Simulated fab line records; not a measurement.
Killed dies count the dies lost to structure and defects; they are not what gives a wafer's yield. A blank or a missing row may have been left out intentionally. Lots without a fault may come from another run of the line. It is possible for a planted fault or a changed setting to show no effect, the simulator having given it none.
Which of the tools did it? + flow gf180mcu + 12 lots, 36 wafers sampled, at 2 steps of a route of 602

WHAT EACH GAUGE READ, for each wafer
GF_V4_BOW_MEAS_05. Usual: V4_BOW gives 134 um (standard deviation 9.3).
| lot  | measured     | on            | V4_BOW (um) | flag |
|------|--------------|---------------|-------------|------|
| L568 | day 23 18:40 | film-metro-02 | 142 139 140 |      |
| L569 | day 23 23:02 | film-metro-04 | 140 131 138 |      |
| L570 | day 24 12:13 | film-metro-04 | 132 120 113 |      |
| L577 | day 26 22:48 | film-metro-02 | 129 123 134 |      |
| L579 | day 27 15:16 | film-metro-04 | 143 154 138 |      |
| L581 | day 28 04:11 | film-metro-04 | 113 115 118 |      |
| L582 | day 28 09:36 | film-metro-01 | 128 120 126 |      |
| L584 | day 28 20:21 | film-metro-02 | 141 134 158 |      |
| L585 | day 29 01:47 | film-metro-01 | 127 130 121 |      |
| L586 | day 29 08:44 | film-metro-01 | 134 135 133 |      |
| L587 | day 29 12:57 | film-metro-02 | 127 133 132 |      |
| L589 | day 30 04:43 | film-metro-04 | 145 142 143 |      |

WHAT TOOL EACH LOT RAN ON (gives the tool, then ch and the chambers of the sampled wafers, and finally the start)
| lot  | GF_M4_METAL_ETCH_16               |
|------|-----------------------------------|
| L568 | rie-metal-02 ch 0,1, day 23 17:26 |
| L569 | rie-metal-02 ch 0,1, day 23 21:49 |
| L570 | rie-metal-03 ch 0,1, day 24 10:59 |
| L577 | rie-metal-02 ch 0,1, day 26 21:34 |
| L579 | rie-metal-03 ch 0,1, day 27 14:02 |
| L581 | rie-metal-02 ch 0,1, day 28 02:55 |
| L582 | rie-metal-03 ch 1, day 28 08:17   |
| L584 | rie-metal-04 ch 0,1, day 28 19:04 |
| L585 | rie-metal-03 ch 0,1, day 29 00:35 |
| L586 | rie-metal-02 ch 1, day 29 07:28   |
| L587 | rie-metal-03 ch 0,1, day 29 11:41 |
| L589 | rie-metal-03 ch 0,1, day 30 03:28 |
- GF_M4_METAL_ETCH_16: etches the open film in Cl2/BCl3, stops on SiO2, target depth 627.5 nm, time 104.6 s.

AS READ BY THE TOOLS THEMSELVES (means over the sampled wafers that have a number; for cases with no such wafer, the mark the record gives instead)
GF_M4_METAL_ETCH_16. Usual: drypump-motor-current-A 5.7 A, standard deviation 0.45; oes-product-au 0.972 a.u., standard deviation 0.0061; rf-fwd-power-W 796.0 W, standard deviation 2.7; throttle-valve-pct 28.250 %, standard deviation 0.0091.
| lot  | tool         | drypump-motor-current-A (A) | oes-product-au (a.u.) | rf-fwd-power-W (W) | throttle-valve-pct (%) | flag |
|------|--------------|-----------------------------|-----------------------|--------------------|------------------------|------|
| L568 | rie-metal-02 | 5.5                         | 0.974                 | 797.1              | 28.257                 |      |
| L569 | rie-metal-02 | 5.5                         | 0.977                 | 797.7              | 28.253                 |      |
| L570 | rie-metal-03 | 5.9                         | 0.968                 | 797.1              | 28.245                 |      |
| L577 | rie-metal-02 | 5.5                         | 0.966                 | 796.4              | 28.248                 |      |
| L579 | rie-metal-03 | 5.5                         | 0.974                 | 795.8              | 28.250                 |      |
| L581 | rie-metal-02 | 5.7                         | 0.968                 | 795.6              | 28.252                 |      |
| L582 | rie-metal-03 | 6.2                         | 0.976                 | 798.6              | 28.237                 |      |
| L584 | rie-metal-04 | 5.6                         | 0.973                 | 796.2              | 28.251                 |      |
| L585 | rie-metal-03 | 5.5                         | 0.974                 | 795.8              | 28.259                 |      |
| L586 | rie-metal-02 | 6.0                         | 0.980                 | 801.6              | 28.238                 |      |
| L587 | rie-metal-03 | 5.9                         | 0.965                 | 799.7              | 28.250                 |      |
| L589 | rie-metal-03 | 5.9                         | 0.973                 | 793.8              | 28.248                 |      |

THE ANSWER, worked out from the rows above alone
Rule: lot off if the mean of its wafers having a number is beyond 3 standard deviations from the usual mean. Also off: a lot with no number at a reading for which 4 or more lots have one. Any other lot the step has rows for is counted as sound. First the gauges in route order, then the tools' own readings, where a lot's mean is used as printed above. At the first step where some lot is off, the reading lying furthest off is the one used; lots without a number count as furthest.
Across all readings shown, no lot is off: no conclusion can be drawn from this.

WHAT THE SIMULATOR HAD INSERTED
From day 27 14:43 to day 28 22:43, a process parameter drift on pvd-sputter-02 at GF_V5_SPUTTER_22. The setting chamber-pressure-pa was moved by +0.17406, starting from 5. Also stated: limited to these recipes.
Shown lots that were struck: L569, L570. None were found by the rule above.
